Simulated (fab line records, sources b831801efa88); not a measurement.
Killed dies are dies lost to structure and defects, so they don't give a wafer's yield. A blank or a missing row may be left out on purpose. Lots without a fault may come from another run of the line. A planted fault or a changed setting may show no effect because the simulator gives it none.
Which tool did it? | flow sky130 | 10 lots, 30 wafers sampled, at 3 steps of a route of 708

WHAT THE GAUGES READ, wafer by wafer
SKY_VIA2_RS_MEAS_22: measures by four-point-probe.
lot  | measured     | on            | VIA2_W_RS (ohm/sq)
L242 | day 38 05:02 | film_metro-01 | 0.275 0.274 0.277
L241 | day 38 07:22 | film_metro-02 | 0.273 0.275 0.273
L245 | day 39 00:49 | film_metro-02 | 0.272 0.279 0.277
L246 | day 39 00:56 | film_metro-03 | 0.273 0.276 0.271
L249 | day 40 02:29 | film_metro-03 | 0.267 0.272 0.274
L250 | day 40 17:46 | film_metro-02 | 0.264 0.269 0.263
L251 | day 40 19:14 | film_metro-01 | 0.275 0.167 0.269 0.274 0.166 0.270
L252 | day 41 02:01 | film_metro-02 | 0.167 0.270 0.277 0.167 0.270 0.277
L259 | day 42 22:04 | film_metro-03 | 0.276 0.271 0.270
L260 | day 43 02:29 | film_metro-01 | 0.279 0.271 0.270

WHICH TOOL RAN EACH LOT (tool, then ch and the chambers of the sampled wafers, then the start)
lot  | SKY_METAL2_METAL_ETCH_19          | SKY_VIA2_CVD_21
L242 | rie_metal-03 ch 1, day 37 00:58   | cvd_w-01 ch 1, day 38 04:53
L241 | rie_metal-02 ch 1, day 37 03:02   | cvd_w-01 ch 0,1, day 38 07:14
L245 | rie_metal-03 ch 0,1, day 37 20:49 | cvd_w-01 ch 0,1, day 39 00:40
L246 | rie_metal-01 ch 0,1, day 37 20:53 | cvd_w-01 ch 0,1, day 39 00:48
L249 | rie_metal-02 ch 0,1, day 38 23:31 | cvd_w-02 ch 0,1, day 40 02:22
L250 | rie_metal-02 ch 0,1, day 39 14:41 | cvd_w-02 ch 0,1, day 40 17:38
L251 | rie_metal-03 ch 0,1, day 39 16:25 | cvd_w-01 ch 0,1, day 40 19:05
L252 | rie_metal-03 ch 0,1, day 39 22:58 | cvd_w-01 ch 0,1, day 41 01:54
L259 | rie_metal-03 ch 0, day 41 21:26   | cvd_w-02 ch 0,1, day 42 21:56
L260 | rie_metal-01 ch 0, day 42 01:08   | cvd_w-02 ch 0,1, day 43 02:22
- SKY_METAL2_METAL_ETCH_19: etches the open film in Cl2/BCl3, stops on SiO2, target depth 360 nm, time 78 s.
- SKY_VIA2_CVD_21: deposits W, target thk 420 nm, time 126.4 s.

THE ANSWER, worked out from the rows above alone
Rule: what is usual is taken from the lots themselves. Put in order of their means at a reading, lots are off if they are a third of the lots or fewer, leave a main group of 4 or more, and stand apart from it by a gap of 3 or more times the standard deviation of the main group's means; of several such gaps the widest counts. A main group whose means are all the same, to the digits that the tables above print for the reading, isn't used. A lot without any number at a reading at which 4 lots or more have one is off too. The other lots that the step has rows for count as sound.
Off: L251, L252, at SKY_VIA2_RS_MEAS_22 (VIA2_W_RS). The main group: mean 0.273 ohm/sq, standard deviation 0.0031.
A tool fits if, at a process step before that reading, it ran every lot that is off, and no sound lot after the first of them. The gauges at SKY_VIA2_RS_MEAS_22 are tried like those tools. One fits: cvd_w-01 at SKY_VIA2_CVD_21. Its last sound lot is L246 (day 39 00:48), its first lot that is off L251 (day 40 19:05): a fault that began between those two fits.

WHAT THE SIMULATOR HAD PUT IN
Process parameter drift: cvd_w-01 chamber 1, from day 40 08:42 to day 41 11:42, at SKY_VIA2_CVD_21. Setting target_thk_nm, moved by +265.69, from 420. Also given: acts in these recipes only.
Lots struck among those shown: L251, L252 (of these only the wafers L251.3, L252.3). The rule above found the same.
